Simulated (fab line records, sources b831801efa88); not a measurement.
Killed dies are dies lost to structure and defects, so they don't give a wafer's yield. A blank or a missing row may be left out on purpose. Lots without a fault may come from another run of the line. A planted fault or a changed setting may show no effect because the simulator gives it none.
Problem report in the 8D (eight disciplines) form, filled by code | flow sky130 | the parts of the form that need people (team, actions taken, sign-off) are left out

1. THE PROBLEM
spike_tc_lower_C at SKY_SONOS_ONO_CVD_04 reads a mean of 960.9 C on 3 wafers of 1 lot; wafers without a fault read 901.4 C with a standard deviation of 1.3. That is +46 standard deviations from the usual mean.
The step: deposits SiO2 from SiH4/N2O, target thk 5.7199 nm.
First seen on wafer L552.1, day 13 12:39, on lpcvd-03. The record holds 36 wafers of 12 lots with a number at this step. Rule for "out", or "out of limits": more than 4 standard deviations from the usual mean. The other wafers with a number count as sound.

2. WHAT IT IS AND WHAT IT IS NOT
question                    | is                                                                                                  | is not
which readings at this step | spike_tc_lower_C, spike_tc_bottom_C, spike_tc_centre_C, zone_power_centre_pct, zone_power_lower_pct | -
which lots                  | L552                                                                                                | L546, L547, L560, L561, L562, L563, L564, L565, L566, L567, L568
which wafers of those lots  | all that have a number                                                                              | -
read on which tools         | lpcvd-03                                                                                            | -
when                        | from day 13 12:39                                                                                   | up to then (6 sound wafers); but 27 sound wafers of L560, L561, L562, L563, L564, L565, L566, L567, L568 came after

3. SUSPECTS, AND WHAT RULES EACH OUT
Counting: a tool at a process step up to the reading stays a suspect if it ran every lot that is out and no sound lot after the first of them.
- plasma_asher-02 at SKY_VT_ADJUST_LVTN_STRIP_09 (strips in O2/N2): ruled out as a lasting fault. Sound lots L561, L564 ran on it after its first lot that is out, L552 (day 8 12:24).
- lpcvd-03 at SKY_SONOS_ONO_CVD_04 (deposits SiO2 from SiH4/N2O, target thk 5.7199 nm): ruled out as a lasting fault. Sound lots L560, L561, L562, L563, L564, L565, L566, L567, L568 ran on it after its first lot that is out, L552 (day 13 12:39).
Left after counting: nothing in the record.

4. THE CAUSE (what the simulator had put in)
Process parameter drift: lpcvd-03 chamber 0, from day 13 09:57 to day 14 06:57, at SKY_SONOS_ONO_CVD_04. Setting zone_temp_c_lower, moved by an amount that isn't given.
Counting ruled it out, wrongly.

5. THE CHAIN OF EFFECTS, in route order
Each row: a reading whose mean over the struck wafers that have a number lies more than 3 standard deviations from the usual. Only readings for which the record gives a usual standard deviation are gone through. hours: the time from each lot's start at the first step in this table that gives one to its start at this step, as a median over the lots. sigmas: the change in usual standard deviations.
hours | step                 | reading               | usual   | on struck wafers | change | sigmas
0     | SKY_SONOS_ONO_CVD_04 | spike_tc_bottom_C     | 916.0 C | 905.9            | -10.1  | -8.4
0     | SKY_SONOS_ONO_CVD_04 | spike_tc_centre_C     | 901.1 C | 893.0            | -8.1   | -6.7
0     | SKY_SONOS_ONO_CVD_04 | spike_tc_lower_C      | 901.4 C | 960.9            | +59.5  | +46
0     | SKY_SONOS_ONO_CVD_04 | zone_power_bottom_pct | 31 %    | 18               | -13    | -3.0
0     | SKY_SONOS_ONO_CVD_04 | zone_power_centre_pct | 18.2 %  | 7.5              | -10.7  | -18
0     | SKY_SONOS_ONO_CVD_04 | zone_power_lower_pct  | 18.1 %  | 43.9             | +25.8  | +33
The process steps in it:
- SKY_SONOS_ONO_CVD_04: deposits SiO2 from SiH4/N2O, target thk 5.7199 nm.

6. WHAT WOULD HAVE CAUGHT IT SOONER
In this record the first reading out of limits was taken at day 13 12:39, 3 hours after the fault began at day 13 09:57.
